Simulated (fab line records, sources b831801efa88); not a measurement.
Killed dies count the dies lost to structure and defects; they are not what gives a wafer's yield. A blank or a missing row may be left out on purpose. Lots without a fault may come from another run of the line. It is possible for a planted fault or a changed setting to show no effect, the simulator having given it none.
fab line records	flow sfq-line
[record] lots = 15	wafers = 45	last-day = 92
route steps=325 shown M1@69 I1@80
lots that met no fault: from a run of the same line without faults
start-h: start of the lot's first displayed wafer, in hours after the record's first day	wait-h: hours from the lot's prior step to this one	" identical to the entry in the row above	L1.1+2: a row that stands for several wafers	- either no value or no given start	* or withheld: withheld	< > ~ a bound
route shown NAME@n: names a module that has steps shown in the file, with the first one's number in the route	usual: mean/standard deviation taken from wafers without a fault	same: alike in all rows	chamber/n: place in a boat	sites: each site's reading	_std_site: their standard deviation	_edge_site: inner sites' mean taken away from outer sites' mean	radius-mm: how far each site lies from the wafer's centre	mask NAME#n: copy n	behind: the most recent tool/chamber to have shaped the wafer	hold: why the lot was held/for how many hours/how that ended	device: transistor that didn't switch, given as n, p or np	end of line: at the end of the route, the tests of the same wafers	where a step has no rows: the recipe by itself	killed: dies lost to structure and defects at the first sort, not the wafer's yield	map: the dies of a wafer, with x for killed, . for not killed, _ for no die there
set.NAME: setting as actually run; set.NAME@STEP: the setting as run at that earlier step	model.NAME: the simulator's own value behind a step, which no gauge read
steps of the route over a sample of lots; a table a step, a row a wafer
services: when a tool's chamber went out of use (start-h, in hours from the record's first day, below 0 if earlier), for how many hours, and the reason
[[steps]]
[step SFQ_TRILAYER_M1_BARC_OPEN_METAL_ETCH_054]
[recipe] mask-material = PR	chemistry = O2	target-depth-nm = 125	target = BARC	icp-w = 600	bias-w = 80	pressure-mtorr = 10	time-s = 41.7
[usual] bias-w = 80.06/0.23	chamber-pressure-mTorr = 10.001/0.0094	drypump-motor-current-A = 5.5/0.45	he-backside-leak-sccm = 3.47/0.15	oes-product-au = 0.688/0.0044
lot.wafer	tool	chamber	start-h	wait-h	bias-w	chamber-pressure-mTorr	drypump-motor-current-A	he-backside-leak-sccm	oes-product-au	rf-hours-counter-h
L142.1	rie-metal-02	1	512.79	0.0	80.07	10.001	5.4	3.66	0.681	163
L142.3	"	1	"	"	79.70	9.995	5.4	3.70	0.680	-
L142.4	"	0	"	"	80.17	9.987	5.1	3.50	0.687	-
L145.1	rie-metal-03	0	570.64	0.0	80.39	10.018	6.0	3.87	0.691	91
L145.2	"	1	"	"	80.47	9.993	6.4	3.57	0.686	46
L145.4	"	0	"	"	79.95	10.002	6.0	3.75	0.690	-
L146.3	rie-metal-02	0	571.88	0.1	79.83	10.020	5.1	3.48	0.680	-
L146.4	"	0	"	"	80.10	10.006	5.1	3.50	0.689	-
L146.6	"	0	"	"	80.13	9.986	5.1	3.44	0.685	-
L147.1	rie-metal-03	1	581.44	0.0	79.87	10.004	6.4	3.48	0.688	47
L147.2	"	0	"	"	80.50	10.011	6.0	3.66	0.688	92
L147.4	"	1	"	"	80.04	10.011	6.4	3.39	0.688	-
L149.1	rie-metal-04	1	615.04	0.0	79.97	10.010	6.0	3.64	0.691	78
L149.3	"	1	"	"	80.37	9.989	6.0	3.64	0.683	-
L149.6	"	1	"	"	80.48	10.013	6.0	3.45	0.690	-
L150.2	rie-metal-02	1	625.21	0.0	80.07	9.993	5.4	3.52	0.691	6
L150.3	"	0	"	"	80.32	9.992	5.1	3.48	0.683	-
L150.4	"	1	"	"	79.88	10.004	5.4	3.38	0.685	-
L151.2	rie-metal-02	1	633.61	0.0	80.30	9.992	5.4	3.40	0.684	8
L151.5	"	1	"	"	80.20	9.996	5.4	3.37	0.692	-
L151.6	"	0	"	"	79.93	10.007	5.1	3.28	0.682	-
L152.2	rie-metal-02	0	636.01	0.0	80.00	9.988	5.1	3.37	0.690	33
L152.4	"	0	"	"	80.20	9.993	5.1	3.56	0.692	-
L152.5	"	0	"	"	80.39	9.986	5.1	3.30	0.685	-
L154.2	rie-metal-04	0	656.51	0.0	-	-	-	-	-	-
L154.5	"	0	"	"	-	-	-	-	-	-
L154.6	"	1	"	"	-	-	-	-	-	-
L155.1	rie-metal-03	0	668.51	0.0	-	-	-	-	-	-
L155.2	"	1	"	"	-	-	-	-	-	-
L155.5	"	1	"	"	-	-	-	-	-	-
L156.1	rie-metal-02	1	670.91	0.0	-	-	-	-	-	-
L156.3	"	0	"	"	-	-	-	-	-	-
L156.4	"	1	"	"	-	-	-	-	-	-
L158.1	rie-metal-03	0	679.31	0.0	80.14	9.992	6.0	3.86	0.683	105
L158.2	"	1	"	"	79.58	10.011	6.4	3.47	0.693	60
L158.6	"	0	"	"	80.35	9.984	6.0	3.78	0.693	-
L162.1	rie-metal-02	0	723.41	0.0	79.95	10.002	5.1	3.17	0.676	45
L162.4	"	1	"	"	79.70	10.006	5.4	3.53	0.691	-
L162.5	"	1	"	"	80.17	9.995	5.4	3.47	0.686	-
L163.2	rie-metal-04	0	727.30	0.3	79.70	10.011	5.8	3.61	0.693	89
L163.4	"	1	"	"	80.65	10.000	6.0	3.51	0.689	-
L163.6	"	1	"	"	80.37	10.004	6.0	3.62	0.690	-
L165.1	rie-metal-02	0	733.01	0.0	80.11	10.016	5.1	3.50	0.687	47
L165.5	"	0	"	"	80.30	10.007	5.1	3.45	0.691	-
L165.6	"	1	"	"	80.27	10.004	5.4	3.33	0.681	-
[step SFQ_TRILAYER_M1_ETCH_METAL_ETCH_042]
[recipe] target = Nb	stop-on = SiO2	mask-material = PR	chemistry = Cl2/Ar	target-depth-nm = 240	icp-w = 600	bias-w = 80	pressure-mtorr = 10	time-s = 120
[usual] bias-w = 80.00/0.22	chamber-pressure-mTorr = 10.001/0.008	drypump-motor-current-A = 5.5/0.45	he-backside-leak-sccm = 3.47/0.15	oes-product-au = 0.892/0.0078
lot.wafer	tool	chamber	start-h	wait-h	bias-w	chamber-pressure-mTorr	drypump-motor-current-A	he-backside-leak-sccm	oes-product-au	rf-hours-counter-h
L142.1	rie-metal-02	1	512.85	0.0	80.20	9.999	5.4	3.48	0.891	163
L142.3	"	1	"	"	79.85	9.994	5.4	3.55	0.887	-
L142.4	"	0	"	"	79.81	9.986	5.0	3.40	0.900	-
L145.1	rie-metal-03	0	570.70	0.0	79.89	9.989	6.0	3.75	0.888	91
L145.2	"	1	"	"	79.95	10.018	6.4	3.50	0.900	46
L145.4	"	0	"	"	80.24	10.001	6.0	3.58	0.881	-
L146.3	rie-metal-02	0	572.05	0.1	79.83	10.002	5.1	3.25	0.902	-
L146.4	"	0	"	"	79.78	10.003	5.1	3.35	0.889	-
L146.6	"	0	"	"	80.19	9.998	5.1	3.33	0.897	-
L147.1	rie-metal-03	1	581.52	0.1	80.13	10.013	6.4	3.52	0.891	48
L147.2	"	0	"	"	80.25	10.000	6.0	3.73	0.900	92
L147.4	"	1	"	"	80.01	9.991	6.4	3.54	0.897	-
L149.1	rie-metal-04	1	615.16	0.1	79.93	10.015	6.0	3.77	0.892	78
L149.3	"	1	"	"	80.02	10.014	6.0	3.59	0.883	-
L149.6	"	1	"	"	80.03	10.009	6.0	3.71	0.898	-
L150.2	rie-metal-02	1	625.27	0.0	79.73	10.005	5.4	3.40	0.889	6
L150.3	"	0	"	"	79.93	10.010	5.1	3.50	0.903	-
L150.4	"	1	"	"	79.61	10.002	5.4	3.40	0.907	-
L151.2	rie-metal-02	1	633.67	0.0	80.25	9.996	5.4	3.44	0.896	8
L151.5	"	1	"	"	80.09	9.992	5.4	3.52	0.896	-
L151.6	"	0	"	"	80.26	10.002	5.1	3.44	0.887	-
L152.2	rie-metal-02	0	636.07	0.0	80.03	10.002	5.1	3.34	0.887	33
L152.4	"	0	"	"	79.69	10.006	5.0	3.41	0.887	-
L152.5	"	0	"	"	79.87	10.006	5.1	3.40	0.893	-
L154.2	rie-metal-04	0	656.57	0.0	80.03	10.013	5.8	3.52	0.372	78
L154.5	"	0	"	"	80.02	9.991	5.8	3.45	0.371	-
L154.6	"	1	"	"	80.10	9.987	6.0	3.38	0.368	-
L155.1	rie-metal-03	0	668.57	0.0	79.93	9.990	6.0	3.84	0.375	103
L155.2	"	1	"	"	80.31	9.996	6.4	3.55	0.373	59
L155.5	"	1	"	"	80.37	10.017	6.4	3.75	0.376	-
L156.1	rie-metal-02	1	670.97	0.0	79.86	10.014	5.4	3.28	0.374	12
L156.3	"	0	"	"	79.91	10.006	5.1	3.42	0.370	-
L156.4	"	1	"	"	80.14	9.999	5.4	3.37	0.371	-
L158.1	rie-metal-03	0	679.37	0.0	80.02	9.996	6.0	3.62	0.897	105
L158.2	"	1	"	"	80.07	10.005	6.4	3.53	0.906	60
L158.6	"	0	"	"	80.01	10.010	6.0	3.60	0.892	-
L162.1	rie-metal-02	0	723.47	0.0	80.09	10.006	5.1	3.39	0.893	45
L162.4	"	1	"	"	80.09	10.012	5.4	3.37	0.892	-
L162.5	"	1	"	"	80.10	10.003	5.3	3.41	0.887	-
L163.2	rie-metal-04	0	727.36	0.0	79.94	9.991	5.8	3.46	0.897	89
L163.4	"	1	"	"	79.77	9.991	6.0	3.68	0.900	-
L163.6	"	1	"	"	80.05	10.002	6.0	3.74	0.901	-
L165.1	rie-metal-02	0	733.07	0.0	80.24	10.000	5.1	3.54	0.878	47
L165.5	"	0	"	"	79.82	9.992	5.1	3.34	0.886	-
L165.6	"	1	"	"	80.00	10.011	5.4	3.38	0.884	-
[step SFQ_TRILAYER_I1_VIA_LITHO_EXPOSE_050]
[recipe] mask-id = I1	na = 0.6	source-shape = conventional	sigma-outer = 0.65	target-cd-nm = 500	dose-mj = 21.71
[usual] exposure-dose-mJ-cm2 = 21.710/0.022	focus-offset-nm = 0.0/0.52	stage-vel-mm-s = 499.95/0.26
lot.wafer	tool	chamber	start-h	wait-h	mask	exposure-dose-mJ-cm2	focus-offset-nm	stage-vel-mm-s
L142.1	krf-scanner-02	0	678.98	-	I1#0	21.740	-0.3	499.61
L142.3	"	0	"	"	I1#0	21.759	0.3	500.01
L142.4	"	0	"	"	I1#0	21.750	0.3	500.02
L145.1	krf-scanner-01	0	733.87	-	I1#0	21.669	0.3	500.35
L145.2	"	0	"	"	I1#0	21.696	-0.3	500.19
L145.4	"	0	"	"	I1#0	21.702	0.1	500.22
L146.3	krf-scanner-01	0	745.17	-	I1#0	21.692	0.5	500.25
L146.4	"	0	"	"	I1#0	21.703	-0.2	499.68
L146.6	"	0	"	"	I1#0	21.707	0.4	499.93
L147.1	krf-scanner-01	0	750.77	-	I1#0	21.733	0.0	500.28
L147.2	"	0	"	"	I1#0	21.724	0.2	499.78
L147.4	"	0	"	"	I1#0	21.705	0.6	499.73
L149.1	krf-scanner-01	0	769.97	-	I1#0	21.732	-0.5	500.21
L149.3	"	0	"	"	I1#0	21.731	0.0	500.15
L149.6	"	0	"	"	I1#0	21.729	-0.8	500.35
L150.2	krf-scanner-01	0	774.97	-	I1#0	21.689	-0.8	500.05
L150.3	"	0	"	"	I1#0	21.677	0.0	499.82
L150.4	"	0	"	"	I1#0	21.684	-0.2	500.16
L151.2	krf-scanner-01	0	779.77	-	I1#0	21.699	-0.5	499.82
L151.5	"	0	"	"	I1#0	21.716	0.8	499.83
L151.6	"	0	"	"	I1#0	21.714	0.2	499.67
L152.2	krf-scanner-01	0	780.97	-	I1#0	21.728	0.1	499.88
L152.4	"	0	"	"	I1#0	21.751	0.4	499.98
L152.5	"	0	"	"	I1#0	21.731	1.0	499.98
L154.2	krf-scanner-01	-	789.37	-	I1#0	-	-	-
L154.5	"	-	"	"	I1#0	-	-	-
L154.6	"	-	"	"	I1#0	-	-	-
L155.1	krf-scanner-01	-	796.37	-	I1#0	-	-	-
L155.2	"	-	"	"	I1#0	-	-	-
L155.5	"	-	"	"	I1#0	-	-	-
L156.1	krf-scanner-01	-	797.57	-	I1#0	-	-	-
L156.3	"	-	"	"	I1#0	-	-	-
L156.4	"	-	"	"	I1#0	-	-	-
L158.1	krf-scanner-01	0	808.37	-	I1#0	21.707	0.0	499.91
L158.2	"	0	"	"	I1#0	21.701	-0.9	499.81
L158.6	"	0	"	"	I1#0	21.690	0.1	499.55
L162.1	krf-scanner-01	0	863.72	-	I1#0	21.704	-0.1	499.83
L162.4	"	0	"	"	I1#0	21.727	-0.3	500.07
L162.5	"	0	"	"	I1#0	21.724	0.1	500.10
L163.2	krf-scanner-01	0	868.72	-	I1#0	21.722	0.1	500.03
L163.4	"	0	"	"	I1#0	21.697	-0.3	500.44
L163.6	"	0	"	"	I1#0	21.677	1.4	499.75
L165.1	krf-scanner-02	0	881.85	-	I1#0	21.707	0.0	500.09
L165.5	"	0	"	"	I1#0	21.686	0.3	500.54
L165.6	"	0	"	"	I1#0	21.732	0.5	500.23
[step SFQ_TRILAYER_I1_VIA_ETCH_VIA_ETCH_052]
[recipe] target = SiO2	stop-on = Nb	mask-material = PR	taper-deg = 20	chemistry = CHF3	target-depth-nm = 260	source-w = 480.9	bias-w = 80	pressure-mtorr = 30	time-s = withheld
[usual] bias-w = 79.98/0.24	chamber-pressure-mTorr = 30.002/0.025	drypump-motor-current-A = 6.0/0.4	oes-product-au = 0.853/0.0051
lot.wafer	tool	chamber	start-h	wait-h	bias-w	chamber-pressure-mTorr	drypump-motor-current-A	oes-product-au
L142.1	rie-diel-03	3	680.55	0.0	79.97	29.984	6.2	0.859
L142.3	"	2	"	"	79.86	29.979	6.3	0.847
L142.4	"	0	"	"	80.18	30.020	5.8	0.857
L145.1	rie-diel-02	1	735.45	0.0	79.86	30.029	5.0	0.849
L145.2	"	3	"	"	79.67	29.992	6.3	0.854
L145.4	"	0	"	"	80.07	29.998	6.0	0.849
L146.3	rie-diel-03	0	746.42	0.1	79.93	30.003	5.7	0.848
L146.4	"	2	"	"	80.13	29.997	6.4	0.854
L146.6	"	2	"	"	80.03	29.966	6.4	0.852
L147.1	rie-diel-01	3	752.35	0.0	79.91	30.029	5.6	0.860
L147.2	"	0	"	"	79.89	30.012	5.6	0.860
L147.4	"	1	"	"	80.26	30.015	6.3	0.853
L149.1	rie-diel-02	3	771.55	0.0	80.14	29.977	6.3	0.851
L149.3	"	2	"	"	80.15	29.991	6.3	0.850
L149.6	"	1	"	"	80.37	29.994	5.0	0.857
L150.2	rie-diel-03	3	776.35	0.0	80.00	30.002	6.3	0.857
L150.3	"	2	"	"	80.14	29.994	6.3	0.847
L150.4	"	0	"	"	79.70	30.013	5.7	0.852
L151.2	rie-diel-01	3	781.15	0.0	79.88	30.001	5.6	0.851
L151.5	"	1	"	"	80.17	30.008	6.3	0.854
L151.6	"	2	"	"	80.17	29.981	5.9	0.851
L152.2	rie-diel-02	1	782.35	0.0	80.43	30.004	5.0	0.857
L152.4	"	0	"	"	80.39	30.014	6.0	0.853
L152.5	"	3	"	"	79.99	29.980	6.3	0.859
L154.2	rie-diel-01	2	790.75	0.0	80.12	29.971	6.0	0.375
L154.5	"	2	"	"	79.91	29.973	6.0	0.380
L154.6	"	1	"	"	79.89	30.039	6.3	0.375
L155.1	rie-diel-03	0	797.95	0.0	80.14	29.999	5.8	0.368
L155.2	"	3	"	"	80.13	29.992	6.3	0.382
L155.5	"	1	"	"	80.07	29.941	6.1	0.371
L156.1	rie-diel-01	0	799.15	0.0	79.85	30.042	5.6	0.369
L156.3	"	3	"	"	79.80	30.009	5.6	0.373
L156.4	"	2	"	"	80.36	29.997	6.0	0.382
L158.1	rie-diel-02	1	809.95	0.0	80.18	30.015	4.9	0.849
L158.2	"	3	"	"	80.08	30.009	6.3	0.845
L158.6	"	0	"	"	79.79	29.990	6.1	0.843
L162.1	rie-diel-03	1	865.30	0.0	80.06	30.006	6.2	0.853
L162.4	"	3	"	"	79.92	29.970	6.2	0.857
L162.5	"	2	"	"	80.04	30.035	6.3	0.853
L163.2	rie-diel-01	2	870.10	0.0	79.90	30.014	6.0	0.853
L163.4	"	3	"	"	80.41	30.005	5.6	0.854
L163.6	"	0	"	"	79.83	30.021	5.6	0.857
L165.1	rie-diel-03	0	883.43	0.0	80.13	30.059	5.7	0.848
L165.5	"	0	"	"	79.97	29.984	5.7	0.856
L165.6	"	1	"	"	80.37	29.979	6.2	0.855
[[services]]
tool	chamber	start-h	hours	kind
rie-diel-03	0	505.10	1.3	repair
krf-scanner-01	-	509.93	0.8	pm
krf-scanner-01	-	534.18	1.0	pm
krf-scanner-01	-	535.15	6.4	repair
rie-diel-03	0	535.90	4.8	repair
krf-scanner-01	-	559.42	1.3	pm
rie-metal-04	0	607.05	10.8	repair
rie-diel-03	-	612.23	3.2	repair
krf-scanner-01	-	641.10	5.9	repair
krf-scanner-01	-	646.05	30.1	repair
rie-metal-04	1	662.62	27.0	repair
krf-scanner-01	-	678.60	0.8	pm
rie-diel-03	1	700.66	1.5	repair
krf-scanner-01	-	703.35	1.0	pm
rie-metal-03	-	725.20	2.8	pm
krf-scanner-01	-	735.07	1.3	pm
krf-scanner-01	-	736.37	6.0	pm
rie-diel-03	1	738.97	13.0	repair
rie-metal-03	-	739.99	1.6	repair
rie-diel-03	3	743.19	6.0	repair
rie-diel-03	2	795.70	7.8	repair
rie-diel-03	-	817.70	2.8	pm
krf-scanner-01	-	846.77	0.8	pm
krf-scanner-01	-	872.12	1.0	pm
[[key]]
[first-sign] step = SFQ_TRILAYER_M1_BARC_OPEN_METAL_ETCH_054	reading = tool-record	direction = missing
[effect] step = SFQ_TRILAYER_M1_ETCH_METAL_ETCH_042	reading = oes-product-au	direction = down	sigmas = 67	usual = 0.892	struck = 0.372
[effect] step = SFQ_TRILAYER_I1_VIA_LITHO_EXPOSE_050	reading = tool-record	direction = missing
[effect] step = SFQ_TRILAYER_I1_VIA_ETCH_VIA_ETCH_052	reading = oes-product-au	direction = down	sigmas = 95	usual = 0.853	struck = 0.375
met-at SFQ_TRILAYER_M1_BARC_OPEN_METAL_ETCH_054
struck-lots L154,L155,L156
onset-between 636.01 656.51
[fault] kind = skipped-step-whole	tool = rie-metal-02,rie-metal-03,rie-metal-04	chamber = -	onset-h = 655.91	steps = SFQ_TRILAYER_M1_BARC_OPEN_METAL_ETCH_054	scope = struck-lots-only
